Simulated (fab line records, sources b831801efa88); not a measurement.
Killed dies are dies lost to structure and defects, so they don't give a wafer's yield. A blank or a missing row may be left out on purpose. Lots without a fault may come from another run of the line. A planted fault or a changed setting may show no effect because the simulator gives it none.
A struck lot beside a sound one | flow gf180mcu | 15 steps out of a route of 602
Sound: wafers L222.2, L222.5, L222.6. Struck: wafers L224.1, L224.3, L224.6. The cause comes at the end.
At each step with rows: each side's tool, then ch and its chambers, then its first start. Under that, the readings that differ: sound wafers | struck wafers | difference of the means | sigmas: that difference in standard deviations of wafers without a fault.
alike: readings whose means differ by less than 2 such deviations, and words and numbers that are the same on both sides. not compared: withheld readings, readings that some wafer has no value for, bounds like >300 that may hide the same value, and numbers for which the record gives no deviation and whose values overlap.
The two part at a step that has a row with sigmas, a row that says differs or no value, or rows on one side only. Numbers that don't overlap but have no deviation are shown without sigmas and don't part them. A reading that every wafer of one side lacks parts them only if that side has two wafers or more.

first, 6 steps without rows for these wafers: GF_PSD_HMDS_01 (prime time 60 s); GF_PSD_COAT_02 (resist thk 1000 nm); GF_PSD_SOFTBAKE_03 (time 60 s); GF_PSD_EXPOSE_04 (exposes mask Pplus, target cd 400 nm); GF_PSD_PEB_05; GF_PSD_DEVELOP_06 (develop time 60 s).
GF_PSD_CD_MEAS_07: target cd 400 nm.
  sound on cd_sem-02, day 16 23:46; struck on cd_sem-01, day 17 09:15
  alike: cd_nm
GF_PSD_OVL_MEAS_08:
  sound on overlay-01, day 16 23:52; struck on overlay-01, day 17 09:22
  alike: PSD_OVL
then, 1 step without rows for these wafers: GF_PSD_IMPLANT_09.
GF_PSD_STRIP_10: strips in O2/N2.
  sound on plasma_asher-02 ch 0,1, day 17 00:20; struck on plasma_asher-02 ch 0,1, day 17 09:33
  alike: drypump_motor_current_A, heater_power_w, n2_flow_sccm, oes_product_au, strip_time_to_endpoint_s
  not compared: rf_hours_counter_h
GF_PSD_TW_MEAS_11:
  sound on film_metro-01, day 17 00:27; struck on film_metro-02, day 17 09:43
  alike: PSD_TW
then, 1 step without rows for these wafers: GF_PSD_CLEAN_12 (cleans in SC1/SC2, time 150 s).
GF_PSD_RTA_13: time 20 s.
  sound on rtp_anneal-01 ch 0, day 17 00:34; struck on rtp_anneal-01 ch 0, day 17 09:49
  reading          | sound                | struck               | difference | sigmas
  wafer_temp_C_max | 1029.7 1027.3 1030.2 | 1073.5 1073.6 1072.6 | +44.2      | +57
  alike: lamp_power_pct
GF_PSD_RS_MEAS_14: measures by four-point-probe.
  sound on film_metro-04, day 17 00:40; struck on film_metro-02, day 17 10:14
  reading         | sound             | struck            | difference | sigmas
  NSD_RS (ohm/sq) | 46.00 45.98 46.10 | 39.67 39.71 39.74 | -6.32      | -81
  not compared: hold
then, 1 step without rows for these wafers: GF_PASSIVATION_PROBE_99.

WHERE THEY PART
First at GF_PSD_RTA_13; last, within this record, at GF_PSD_RS_MEAS_14.

WHY: what the simulator had put in
Process parameter drift: rtp_anneal-01, from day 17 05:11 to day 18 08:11, at GF_PSD_RTA_13. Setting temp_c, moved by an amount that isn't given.
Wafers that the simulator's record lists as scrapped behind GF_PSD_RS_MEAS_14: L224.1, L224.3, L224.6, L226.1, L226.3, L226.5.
